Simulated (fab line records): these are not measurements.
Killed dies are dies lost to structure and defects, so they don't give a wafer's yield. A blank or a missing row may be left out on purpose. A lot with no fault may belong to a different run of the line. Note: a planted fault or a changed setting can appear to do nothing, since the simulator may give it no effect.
Chamber matching / flow gf180mcu / GF_V1_CMP_26 on cmp-02: 4 sister chambers
The step polishes, stops on SiO2, t overpolish 15 s, target thk 0 nm. 16 wafers are shown with their chamber, then 7 later ones without.

== WAFERS PAIRED WITH THEIR CHAMBERS ==
wafer=L702.1; chamber=0; motor-current-A (A)=10.8; time-to-endpoint-s (s)=79; overpolish-run-s (s)=14.987
wafer=L702.5; chamber=0; motor-current-A (A)=10.3; time-to-endpoint-s (s)=78; overpolish-run-s (s)=15.008
wafer=L702.6; chamber=3; motor-current-A (A)=9.2; time-to-endpoint-s (s)=81; overpolish-run-s (s)=15.005
wafer=L704.1; chamber=2; motor-current-A (A)=11.2; time-to-endpoint-s (s)=85; overpolish-run-s (s)=15.005
wafer=L704.3; chamber=3; motor-current-A (A)=9.2; time-to-endpoint-s (s)=81; overpolish-run-s (s)=15.001
wafer=L704.4; chamber=0; motor-current-A (A)=11.0; time-to-endpoint-s (s)=82; overpolish-run-s (s)=15.015
wafer=L706.2; chamber=3; motor-current-A (A)=10.1; time-to-endpoint-s (s)=86; overpolish-run-s (s)=15.014
wafer=L706.5; chamber=0; motor-current-A (A)=10.8; time-to-endpoint-s (s)=82; overpolish-run-s (s)=15.004
wafer=L706.6; chamber=1; motor-current-A (A)=10.0; time-to-endpoint-s (s)=83; overpolish-run-s (s)=15.009
wafer=L707.1; chamber=3; motor-current-A (A)=9.3; time-to-endpoint-s (s)=80; overpolish-run-s (s)=15.002
wafer=L707.5; chamber=3; motor-current-A (A)=9.5; time-to-endpoint-s (s)=87; overpolish-run-s (s)=15.000
wafer=L707.6; chamber=0; motor-current-A (A)=11.0; time-to-endpoint-s (s)=83; overpolish-run-s (s)=14.996
wafer=L712.3; chamber=0; motor-current-A (A)=11.2; time-to-endpoint-s (s)=83; overpolish-run-s (s)=14.999
wafer=L712.4; chamber=3; motor-current-A (A)=9.1; time-to-endpoint-s (s)=89; overpolish-run-s (s)=14.992
wafer=L712.5; chamber=2; motor-current-A (A)=11.0; time-to-endpoint-s (s)=87; overpolish-run-s (s)=14.987
wafer=L713.1; chamber=3; motor-current-A (A)=9.0; time-to-endpoint-s (s)=89; overpolish-run-s (s)=15.009

SIGNATURES, as means of the wafers listed above
reading=motor-current-A; chamber 0=10.850; chamber 1=10.000; chamber 2=11.100; chamber 3=9.343; scatter within a chamber=0.331
reading=time-to-endpoint-s; chamber 0=81.17; chamber 1=83.00; chamber 2=86.00; chamber 3=84.71; scatter within a chamber=3.14
reading=overpolish-run-s; chamber 0=15.00150; chamber 1=15.00900; chamber 2=14.99600; chamber 3=15.00329; scatter within a chamber=0.00883
Rule: a wafer's distance from a chamber is the root of the sum, over the readings, of the square of ((its reading less the chamber's mean) divided by the reading's scatter). The wafer belongs to the nearest chamber; if the next one is less than 2 further off, it can't be placed. The scatter: take each reading less its chamber's mean, square it, sum over the shown wafers, divide by the number of wafers less the number of chambers, and take the root.

== WAFERS WHOSE CHAMBER IS MISSING ==
wafer=L713.3; motor-current-A (A)=11.0; time-to-endpoint-s (s)=83; overpolish-run-s (s)=15.005
wafer=L713.4; motor-current-A (A)=9.8; time-to-endpoint-s (s)=88; overpolish-run-s (s)=15.009
wafer=L716.1; motor-current-A (A)=11.2; time-to-endpoint-s (s)=85; overpolish-run-s (s)=14.989
wafer=L716.4; motor-current-A (A)=9.2; time-to-endpoint-s (s)=84; overpolish-run-s (s)=14.992
wafer=L716.6; motor-current-A (A)=11.1; time-to-endpoint-s (s)=82; overpolish-run-s (s)=15.000
wafer=L722.1; motor-current-A (A)=9.4; time-to-endpoint-s (s)=84; overpolish-run-s (s)=15.006
wafer=L722.6; motor-current-A (A)=9.1; time-to-endpoint-s (s)=78; overpolish-run-s (s)=15.011

== WHICH CHAMBER EACH ONE RAN IN ==
wafer=L713.3; from the rows above=can't be placed: 0 or 2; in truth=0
wafer=L713.4; from the rows above=can't be placed: 1 or 3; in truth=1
wafer=L716.1; from the rows above=can't be placed: 2 or 0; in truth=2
wafer=L716.4; from the rows above=can't be placed: 3 or 1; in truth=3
wafer=L716.6; from the rows above=can't be placed: 0 or 2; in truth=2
wafer=L722.1; from the rows above=can't be placed: 3 or 1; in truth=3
wafer=L722.6; from the rows above=can't be placed: 3 or 1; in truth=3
Correct placement for 0 of the 7. Can't be placed from these rows: 7 (the true chamber is among the candidates in 7). 0 placed wrongly.
